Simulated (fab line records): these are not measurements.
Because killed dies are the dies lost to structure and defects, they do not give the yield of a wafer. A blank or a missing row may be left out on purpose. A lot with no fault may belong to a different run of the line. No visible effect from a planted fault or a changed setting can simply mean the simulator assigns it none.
fab line records | flow sfq_line
[record] lots = 6 wafers = 18 last_day = 88
route steps=325 shown L0V@17 M0@28 I0@43 M1@58 M8@325
lots that met no fault: taken from a fault-free run of the same line
start_h: start of the lot's first displayed wafer, in hours after the record's first day | wait_h: hours since the lot's step before | " the same as in the row above | L1.1+2: several wafers, shown together as one row | - no value present, or no start provided | * or withheld: withheld | < > ~ a bound
route shown NAME@n: a module of which the file shows steps, and the number in the route of the first | usual: mean/standard deviation taken from wafers without a fault | same: alike in all rows | chamber/n: place in a boat | sites: per-site readings | _std_site: their standard deviation | _edge_site: outer sites' mean less inner sites' | radius_mm: how far each site lies from the wafer's centre | mask NAME#n: copy n | behind: the tool/chamber that last shaped the wafer | hold: why the lot was held/for how many hours/how that ended | device: transistor that didn't switch, given as n, p or np | end of line: the same wafers' tests at the end of the route | where a step has no rows: the recipe by itself | killed: count of dies lost to structure and defects at first sort (not the wafer's yield) | map: a wafer's dies, x killed, . not, _ none there
set.NAME: the setting that was run; set.NAME@STEP: the one run at that earlier step | model.NAME: the simulator's own value behind a step, which no gauge read
lots seen at some steps along the route; tables by step, rows by wafer
services: when a tool's chamber went out of use (start_h, in hours from the record's first day, below 0 if earlier), for how many hours, and the reason
[[steps]]
[step SFQ_TRILAYER_L0_VIA_LITHO_COAT_018]
[recipe] resist = BARC spin_rpm = 3000 resist_thk_nm = 62
[step SFQ_TRILAYER_L0_VIA_LITHO_COAT_013]
[recipe] resist = KrF spin_rpm = 3000 resist_thk_nm = 650
[step SFQ_TRILAYER_L0_VIA_LITHO_SOFTBAKE_017]
[recipe] temp_c = withheld time_s = withheld resist = KrF
[step SFQ_TRILAYER_L0_VIA_LITHO_EXPOSE_014]
[recipe] mask_id = L0V na = 0.6 source_shape = conventional sigma_outer = 0.65 target_cd_nm = 700 dose_mj = 21.3
[step SFQ_TRILAYER_L0_VIA_LITHO_PEB_016]
[recipe] peb_temp_c = 115 peb_time_s = 60 resist = KrF
[step SFQ_TRILAYER_L0_VIA_LITHO_DEVELOP_015]
[recipe] time_s = 60 resist = KrF
[step SFQ_L0V_OVL_MEAS_903]
[usual] L0V_OVL = -2/4.3
// columns lot.wafer tool chamber start_h wait_h L0V_OVL[nm]
L771.2 overlay-02 - 156.46 0.1 -1
L771.3 " - " " 1
L771.6 " - " " -2
L776.1 overlay-02 - 202.97 0.1 -3
L776.4 " - " " 2
L776.6 " - " " -3
L781.2 overlay-02 - 241.29 0.1 1
L781.3 " - " " 2
L781.4 " - " " -1
L782.1 overlay-01 - 247.28 0.1 -3
L782.2 " - " " -4
L782.5 " - " " -5
L793.3 overlay-02 - 333.31 0.1 1
L793.5 " - " " -6
L793.6 " - " " -2
L794.3 overlay-02 - 338.11 0.1 -9
L794.4 " - " " -8
L794.6 " - " " -4
[step SFQ_TRILAYER_L0_VIA_BARC_OPEN_VIA_ETCH_021]
[recipe] mask_material = PR chemistry = O2 target_depth_nm = 125 target = BARC source_w = 500 bias_w = 80 pressure_mtorr = 30 time_s = 41.7
[step SFQ_TRILAYER_L0_VIA_ETCH_VIA_ETCH_016]
[recipe] target = SiO2 stop_on = MoNx_KI mask_material = PR chemistry = CHF3 target_depth_nm = 80 source_w = 500 bias_w = 80 pressure_mtorr = 30 time_s = withheld
[step SFQ_TRILAYER_L0_VIA_STRIP_STRIP_017]
[recipe] gas = O2 power_w = 200 platen_temp_c = 40 overash_fraction = 0.65 chemistry = O2 pressure_mtorr = 50
[step SFQ_TRILAYER_L0_VIA_STRIP_SOLV_CLEAN_018]
[recipe] chemistry = NMP temp_c = 70 time_s = 600
[step SFQ_TRILAYER_M0_DEP_PRE_CLEAN_020]
[recipe] gas = Ar time_s = 15 bias_v = 250
[step SFQ_TRILAYER_M0_DEP_SPUTTER_019]
[recipe] material = Nb base_pressure_pa = 1.33e-06 chamber_pressure_pa = 0.1333 substrate_temp_c = 20 resputter_cathode_voltage_v = 400 target_thk_nm = 200 power_w = 2000 time_s = 133.3
[usual] throttle_valve_pct = 30.0/1
// columns lot.wafer tool chamber start_h wait_h throttle_valve_pct model.Nb_of_TRILAYER_M0_DEP_SPUTTER_019.thk_nm
L771.2 pvd_sputter-04 - 157.39 0.0 30.8 197.7
L771.3 " - " " 27.5 201.6
L771.6 " - " " 27.3 202
L776.1 pvd_sputter-06 - 203.89 0.0 31.2 204.8
L776.4 " - " " 30.7 202.8
L776.6 " - " " 31.2 203.8
L781.2 pvd_sputter-06 - 242.20 0.0 31.0 202.6
L781.3 " - " " 31.0 203.2
L781.4 " - " " 30.2 294.8
L782.1 pvd_sputter-06 - 248.22 0.0 31.2 298.8
L782.2 " - " " 31.0 201.1
L782.5 " - " " 30.1 199.3
L793.3 pvd_sputter-06 - 334.82 0.0 30.7 201.8
L793.5 " - " " 30.4 200.7
L793.6 " - " " 31.0 201.9
L794.3 pvd_sputter-04 - 339.02 0.0 29.5 197.7
L794.4 " - " " 29.3 198.9
L794.6 " - " " 27.7 199.7
[step SFQ_M0_RS_MEAS_904]
[recipe] thk_meas_gauge = four-point-probe reads = Nb_of_TRILAYER_M0_DEP_SPUTTER_019
[usual] M0_NB_RS = 0.880/0.0096
// columns lot.wafer tool chamber start_h wait_h hold M0_NB_RS[ohm/sq]
L771.2 film_metro-04 - 157.50 0.1 - 0.898
L771.3 " - " " - 0.882
L771.6 " - " " - 0.879
L776.1 film_metro-04 - 203.98 0.0 - 0.868
L776.4 " - " " - 0.877
L776.6 " - " " - 0.876
L781.2 film_metro-01 - 242.31 0.1 await_dispo/0.2h/release 0.880
L781.3 " - " " await_dispo/0.2h/release 0.878
L781.4 " - " " await_dispo/0.2h/release 0.602
L781.2 film_metro-01 - 242.60 0.3 - 0.881
L781.3 " - " " - 0.878
L781.4 " - " " - 0.603
L782.1 film_metro-01 - 248.31 0.0 await_dispo/0.2h/release 0.594
L782.2 " - " " await_dispo/0.2h/release 0.886
L782.5 " - " " await_dispo/0.2h/release 0.897
L782.1 film_metro-01 - 248.60 0.3 - 0.594
L782.2 " - " " - 0.886
L782.5 " - " " - 0.894
L793.3 film_metro-04 - 334.95 0.1 - 0.882
L793.5 " - " " - 0.886
L793.6 " - " " - 0.881
L794.3 film_metro-04 - 339.15 0.1 - 0.900
L794.4 " - " " - 0.896
L794.6 " - " " - 0.890
[step SFQ_TRILAYER_M0_LITHO_COAT_021]
[recipe] resist = KrF spin_rpm = 3000 resist_thk_nm = 600
[step SFQ_TRILAYER_M0_LITHO_SOFTBAKE_025]
[recipe] temp_c = withheld time_s = withheld resist = KrF
[step SFQ_TRILAYER_M0_LITHO_EXPOSE_022]
[recipe] mask_id = M0 na = 0.6 source_shape = conventional sigma_outer = 0.65 target_cd_nm = 500 dose_mj = 14.4
[step SFQ_TRILAYER_M0_LITHO_PEB_024]
[recipe] peb_temp_c = 115 peb_time_s = 60 resist = KrF
[step SFQ_TRILAYER_M0_LITHO_DEVELOP_023]
[recipe] time_s = 60 resist = KrF
[step SFQ_M0_OVL_MEAS_906]
[usual] M0_OVL = 1/5.4
// columns lot.wafer tool chamber start_h wait_h M0_OVL[nm]
L771.2 overlay-01 - 264.09 0.1 2
L771.3 " - " " -4
L771.6 " - " " -10
L776.1 overlay-01 - 314.18 0.1 -5
L776.4 " - " " -3
L776.6 " - " " -2
L781.2 overlay-01 - 355.61 0.1 7
L781.3 " - " " 9
L781.4 " - " " 6
L782.1 overlay-01 - 363.84 0.1 9
L782.2 " - " " 5
L782.5 " - " " 5
L793.3 overlay-01 - 470.71 0.1 6
L793.5 " - " " -3
L793.6 " - " " -2
L794.3 overlay-01 - 477.91 0.1 0
L794.4 " - " " 5
L794.6 " - " " -2
[step SFQ_TRILAYER_M0_BARC_OPEN_METAL_ETCH_031]
[recipe] mask_material = PR chemistry = O2 target_depth_nm = 125 target = BARC icp_w = 600 bias_w = 80 pressure_mtorr = 10 time_s = 41.7
[step SFQ_TRILAYER_M0_ETCH_METAL_ETCH_024]
[recipe] target = Nb stop_on = SiO2 mask_material = PR chemistry = Cl2/Ar target_depth_nm = 240 icp_w = 600 bias_w = 80 pressure_mtorr = 10 time_s = 120
[usual] drypump_motor_current_A = 5.67/0.17 he_backside_leak_sccm = 3.53/0.2 oes_product_au = 0.900/0.0073
// columns lot.wafer tool chamber start_h wait_h drypump_motor_current_A he_backside_leak_sccm oes_product_au rf_hours_counter_h
L771.2 rie_metal-01 1 264.18 0.0 5.60 3.62 0.886 54
L771.3 " 0 " " 5.57 3.66 0.896 -
L771.6 " 1 " " 5.61 3.68 0.904 -
L776.1 rie_metal-04 1 314.28 0.0 5.94 3.21 0.907 52
L776.4 " 1 " " 5.94 3.22 0.904 -
L776.6 " 0 " " 5.78 3.46 0.908 -
L781.2 rie_metal-02 0 355.70 0.0 5.71 3.66 0.894 94
L781.3 " 1 " " 5.40 3.31 0.897 -
L781.4 " 0 " " 5.66 3.29 1.020 -
L782.1 rie_metal-02 0 363.94 0.0 5.71 3.59 1.020 95
L782.2 " 1 " " 5.37 3.41 0.903 2
L782.5 " 1 " " 5.37 3.30 0.895 -
L793.3 rie_metal-01 1 470.84 0.1 5.59 3.22 0.903 -
L793.5 " 0 " " 5.55 3.78 0.900 -
L793.6 " 1 " " 5.61 3.40 0.897 -
L794.3 rie_metal-02 0 478.04 0.1 5.70 4.01 0.888 -
L794.4 " 1 " " 5.38 3.35 0.890 -
L794.6 " 0 " " 5.71 3.95 0.884 -
[step SFQ_TRILAYER_M0_STRIP_STRIP_025]
[recipe] gas = O2 power_w = 200 platen_temp_c = 40 overash_fraction = 0.65 chemistry = O2 pressure_mtorr = 50
[usual] drypump_motor_current_A = 5.68/0.17 he_backside_leak_sccm = 3.50/0.19 oes_product_au = 1.002/0.012 platen_temp_c = 39.99/0.12
// columns lot.wafer tool chamber start_h wait_h drypump_motor_current_A he_backside_leak_sccm oes_product_au platen_temp_c rf_hours_counter_h
L771.2 rie_metal-01 1 264.30 0.1 5.60 3.38 0.999 39.73 55
L771.3 " 0 " " 5.58 3.64 0.992 40.12 -
L771.6 " 1 " " 5.61 3.61 0.979 39.58 -
L776.1 rie_metal-04 1 314.40 0.1 5.92 3.47 1.009 40.08 52
L776.4 " 1 " " 5.95 3.47 1.015 40.06 -
L776.6 " 0 " " 5.80 3.25 0.994 39.96 -
L781.2 rie_metal-02 0 355.83 0.1 5.75 3.62 1.025 39.95 94
L781.3 " 1 " " 5.39 3.45 1.005 39.91 -
L781.4 " 0 " " 5.74 3.63 1.021 40.17 -
L782.1 rie_metal-02 0 364.07 0.1 5.73 3.61 1.001 40.18 95
L782.2 " 1 " " 5.40 3.36 0.987 40.11 2
L782.5 " 1 " " 5.40 3.30 0.981 40.06 -
L793.3 rie_metal-01 1 471.12 0.2 5.61 3.49 0.992 39.98 -
L793.5 " 0 " " 5.57 3.77 0.984 40.31 -
L793.6 " 1 " " 5.63 3.84 0.997 39.92 -
L794.3 rie_metal-02 0 478.32 0.2 5.73 3.46 1.016 39.87 -
L794.4 " 1 " " 5.41 3.39 0.996 39.81 -
L794.6 " 0 " " 5.73 3.50 1.019 39.88 -
[step SFQ_TRILAYER_M0_STRIP_SOLV_CLEAN_026]
[recipe] chemistry = NMP temp_c = 70 time_s = 600
[step SFQ_TRILAYER_I0_DEP_PECVD_027]
[recipe] material = SiO2 temp_c = 150 time_s = 111.11 pressure_torr = 2.4 rf_w = 183.3 precursor = SiH4/N2O target_thk_nm = 500
[step SFQ_TRILAYER_I0_CMP_CMP_028]
[recipe] material = SiO2 down_force_psi = 3 platen_rpm = 60 pad_velocity_m_s = 0.94248
[usual] motor_current_A = 10.1/1 time_to_endpoint_s = 215/6.5
// columns lot.wafer tool chamber start_h wait_h motor_current_A time_to_endpoint_s
L771.2 cmp-02 1 266.26 1.1 10.4 220
L771.3 " 2 " " 10.7 212
L771.6 " 3 " " 8.8 227
L776.1 cmp-02 3 315.76 0.5 9.0 215
L776.4 " 1 316.76 1.5 10.4 211
L776.6 " 3 317.76 2.5 8.1 208
L781.3 cmp-02 3 356.68 0.0 9.2 212
L781.2 " 1 357.68 1.0 10.2 197
L781.4 " 2 " " 10.4 216
L782.1 cmp-02 1 364.92 0.0 10.7 212
L782.2 " 0 366.42 1.5 9.6 225
L782.5 " 2 367.42 2.5 10.7 225
L793.3 cmp-02 3 474.12 2.4 9.0 209
L793.6 " 0 " " 9.8 218
L793.5 " 1 " " 10.1 215
L794.4 cmp-01 2 478.98 0.0 9.7 216
L794.3 " 1 480.48 1.5 8.2 207
L794.6 " 3 481.48 2.5 11.5 213
[step SFQ_I0_BOW_MEAS_907]
[recipe] mode = bow
[usual] I0_BOW = 1/6.1
// columns lot.wafer tool chamber start_h wait_h I0_BOW[um]
L771.2 film_metro-01 - 268.28 1.5 5
L771.3 " - " " -7
L771.6 " - " " 7
L776.1 film_metro-01 - 318.26 2.0 -8
L776.4 " - " " -7
L776.6 " - " " -7
L781.2 film_metro-02 - 359.70 1.5 7
L781.3 " - " " 1
L781.4 " - " " 8
L782.1 film_metro-01 - 367.92 2.5 -6
L782.2 " - " " -5
L782.5 " - " " -10
L793.3 film_metro-01 - 475.66 1.0 -2
L793.5 " - " " 7
L793.6 " - " " 4
L794.3 film_metro-02 - 482.02 1.0 5
L794.4 " - " " 12
L794.6 " - " " 5
[step SFQ_TRILAYER_I0_METRO_MEASURE_029]
[usual] thk_nm = 200.4/0.86
// columns lot.wafer tool chamber start_h wait_h thk_nm
L771.2 film_metro-01 - 268.58 0.3 201.5
L771.3 " - " " 202.2
L771.6 " - " " 200.3
L776.1 film_metro-01 - 318.38 0.1 200.9
L776.4 " - " " 199.6
L776.6 " - " " 200.1
L781.2 film_metro-02 - 360.00 0.3 201.0
L781.3 " - " " 199.9
L781.4 " - " " 201.3
L782.1 film_metro-01 - 368.04 0.1 199.2
L782.2 " - " " 200.6
L782.5 " - " " 201.8
L793.3 film_metro-01 - 476.14 0.5 200.0
L793.5 " - " " 201.0
L793.6 " - " " 201.6
L794.3 film_metro-02 - 482.50 0.5 198.6
L794.4 " - " " 201.8
L794.6 " - " " 200.9
[step SFQ_TRILAYER_I0_VIA_LITHO_COAT_036]
[recipe] resist = BARC spin_rpm = 3000 resist_thk_nm = 62
[step SFQ_TRILAYER_I0_VIA_LITHO_COAT_031]
[recipe] resist = KrF spin_rpm = 3000 resist_thk_nm = 650
[step SFQ_TRILAYER_I0_VIA_LITHO_SOFTBAKE_035]
[recipe] temp_c = withheld time_s = withheld resist = KrF
[step SFQ_TRILAYER_I0_VIA_LITHO_EXPOSE_032]
[recipe] mask_id = I0 na = 0.6 source_shape = conventional sigma_outer = 0.65 target_cd_nm = 500 dose_mj = 21.3
[step SFQ_TRILAYER_I0_VIA_LITHO_PEB_034]
[recipe] peb_temp_c = 115 peb_time_s = 60 resist = KrF
[step SFQ_TRILAYER_I0_VIA_LITHO_DEVELOP_033]
[recipe] time_s = 60 resist = KrF
[step SFQ_I0_OVL_MEAS_908]
[usual] I0_OVL = 2/4.7
// columns lot.wafer tool chamber start_h wait_h I0_OVL[nm]
L771.2 overlay-01 - 391.75 0.1 7
L771.3 " - " " 7
L771.6 " - " " 9
L776.1 overlay-01 - 452.58 0.1 -2
L776.4 " - " " 2
L776.6 " - " " 0
L781.2 overlay-02 - 500.71 0.1 -3
L781.3 " - " " -2
L781.4 " - " " 0
L782.1 overlay-01 - 516.55 0.1 0
L782.2 " - " " -5
L782.5 " - " " 1
L793.3 overlay-02 - 623.99 0.1 2
L793.5 " - " " -2
L793.6 " - " " 1
L794.3 overlay-01 - 630.51 0.1 0
L794.4 " - " " -3
L794.6 " - " " 4
[step SFQ_TRILAYER_I0_VIA_BARC_OPEN_VIA_ETCH_046]
[recipe] mask_material = PR chemistry = O2 target_depth_nm = 125 target = BARC source_w = 500 bias_w = 80 pressure_mtorr = 30 time_s = 41.7
[usual] drypump_motor_current_A = 5.8/0.44 oes_product_au = 0.685/0.0044
// columns lot.wafer tool chamber start_h wait_h drypump_motor_current_A oes_product_au rf_hours_counter_h
L771.2 rie_diel-02 3 391.78 0.0 5.7 0.689 11
L771.3 " 0 " " 5.9 0.678 9
L771.6 " 1 " " 5.2 0.686 -
L776.1 rie_diel-03 0 452.61 0.0 6.3 0.681 3
L776.4 " 1 " " 6.6 0.691 12
L776.6 " 3 " " 5.9 0.679 -
L781.2 rie_diel-03 2 500.74 0.0 5.3 0.685 58
L781.3 " 0 " " 6.3 0.692 3
L781.4 " 3 " " 5.9 0.686 18
L782.1 rie_diel-04 2 516.59 0.0 5.5 0.693 32
L782.2 " 0 " " 5.4 0.693 92
L782.5 " 1 " " 5.3 0.688 -
L793.3 rie_diel-03 0 624.01 0.0 6.3 0.689 5
L793.5 " 3 " " 5.9 0.683 -
L793.6 " 2 " " 5.3 0.687 -
L794.3 rie_diel-03 3 630.54 0.0 5.9 0.694 20
L794.4 " 0 " " 6.3 0.686 5
L794.6 " 0 " " 6.3 0.679 -
[step SFQ_TRILAYER_I0_VIA_ETCH_VIA_ETCH_034]
[recipe] target = SiO2 stop_on = Nb mask_material = PR taper_deg = 20 chemistry = CHF3 target_depth_nm = 260 source_w = 500 bias_w = 80 pressure_mtorr = 30 time_s = withheld
[usual] drypump_motor_current_A = 5.7/0.45 oes_product_au = 0.856/0.0055
// columns lot.wafer tool chamber start_h wait_h drypump_motor_current_A oes_product_au
L771.2 rie_diel-02 3 391.82 0.0 5.7 0.867
L771.3 " 0 " " 5.8 0.860
L771.6 " 1 " " 5.2 0.862
L776.1 rie_diel-03 0 452.65 0.0 6.3 0.854
L776.4 " 1 " " 6.6 0.852
L776.6 " 3 " " 5.9 0.850
L781.2 rie_diel-03 2 500.78 0.0 5.2 0.861
L781.3 " 0 " " 6.3 0.853
L781.4 " 3 " " 5.9 0.855
L782.1 rie_diel-04 2 516.63 0.0 5.5 0.847
L782.2 " 0 " " 5.3 0.852
L782.5 " 1 " " 5.3 0.861
L793.3 rie_diel-03 0 624.05 0.0 6.3 0.846
L793.5 " 3 " " 5.9 0.860
L793.6 " 2 " " 5.3 0.850
L794.3 rie_diel-03 3 630.58 0.0 5.9 0.856
L794.4 " 0 " " 6.3 0.854
L794.6 " 0 " " 6.3 0.866
[step SFQ_TRILAYER_I0_VIA_STRIP_STRIP_035]
[recipe] gas = O2 power_w = 200 platen_temp_c = 40 overash_fraction = 0.65 chemistry = O2 pressure_mtorr = 50
[step SFQ_TRILAYER_I0_VIA_STRIP_SOLV_CLEAN_036]
[recipe] chemistry = NMP temp_c = 70 time_s = 600
[step SFQ_TRILAYER_M1_DEP_PRE_CLEAN_038]
[recipe] gas = Ar time_s = 22.5 bias_v = 250
[step SFQ_M8_BOW_MEAS_951]
[recipe] mode = bow
[usual] M8_BOW = 9/7.9
// columns lot.wafer tool chamber start_h wait_h M8_BOW[um] model.etest.m0.comb_log10_ohm model.etest.m0.ohm_sq
L771.2 film_metro-04 - 1928.48 0.0 1 12 0.8997
L771.3 " - " " -11 12 0.882
L771.6 " - " " 2 12 0.8804
L776.1 film_metro-02 - 2017.72 0.0 -1 12 0.8686
L776.4 " - " " 0 12 0.8769
L776.6 " - " " 0 12 0.8728
L781.2 film_metro-02 - 2024.49 0.0 13 12 0.8778
L781.3 " - " " 6 12 0.8753
L781.4 " - " " 13 0 0.6034
L782.1 film_metro-02 - 2025.67 0.0 7 0 0.5951
L782.2 " - " " 7 12 0.8844
L782.5 " - " " 2 12 0.8922
L793.3 film_metro-02 - 2095.16 0.0 1 12 0.8814
L793.5 " - " " 11 12 0.8861
L793.6 " - " " 8 12 0.8809
L794.3 film_metro-02 - 2114.95 0.0 10 12 0.8998
L794.4 " - " " 17 12 0.8943
L794.6 " - " " 10 12 0.8906
[[services]]
// columns tool chamber start_h hours kind
film_metro-01 - 137.79 1.6 pm
cmp-02 - 149.18 3.7 pm
rie_diel-03 0 188.74 10.0 repair
rie_diel-03 - 190.31 0.8 repair
cmp-02 - 220.10 3.6 repair
rie_diel-03 3 251.75 8.8 repair
rie_diel-03 2 259.11 8.9 repair
rie_diel-03 0 306.40 2.3 repair
rie_metal-02 0 320.70 3.0 repair
cmp-02 - 343.62 0.7 repair
cmp-02 - 373.48 6.4 repair
rie_metal-02 1 390.89 26.5 repair
cmp-02 - 408.77 4.0 pm
cmp-02 - 421.38 0.5 repair
rie_metal-02 0 430.96 2.9 repair
cmp-02 - 516.61 4.5 pm
cmp-02 - 521.12 7.0 pm
rie_diel-03 - 524.39 1.5 repair
rie_diel-03 2 531.27 3.9 repair
rie_metal-02 - 532.35 2.8 pm
rie_diel-03 - 554.97 2.8 pm
rie_diel-03 - 562.25 3.8 repair
cmp-02 - 585.17 2.7 repair
cmp-02 - 597.60 1.5 repair
[[key]]
[first_sign] step = SFQ_M0_RS_MEAS_904 reading = visit direction = added
[effect] step = SFQ_M0_RS_MEAS_904 reading = M0_NB_RS direction = down sigmas = 29 usual = 0.880 struck = 0.598
[effect] step = SFQ_TRILAYER_M0_ETCH_METAL_ETCH_024 reading = oes_product_au direction = up sigmas = 16 usual = 0.900 struck = 1.020
[model_effect] step = SFQ_TRILAYER_M0_DEP_SPUTTER_019 value = Nb_of_TRILAYER_M0_DEP_SPUTTER_019.thk_nm without = 201.6 struck = 296.8
[model_effect] step = SFQ_M8_BOW_MEAS_951 value = etest.m0.comb_log10_ohm without = 12 struck = 0
met_at SFQ_TRILAYER_M0_DEP_SPUTTER_019
struck_wafers L781.4,L782.1
onset_between 203.89 242.20
[fault] kind = process_parameter_drift tool = pvd_sputter-06 chamber = - onset_h = 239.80 steps = SFQ_TRILAYER_M0_DEP_SPUTTER_019 channel = target_thk_nm offset = 95.231 shape = step end_h = 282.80 scope = struck_wafers_only acts_in = these_recipes_only stated = 200
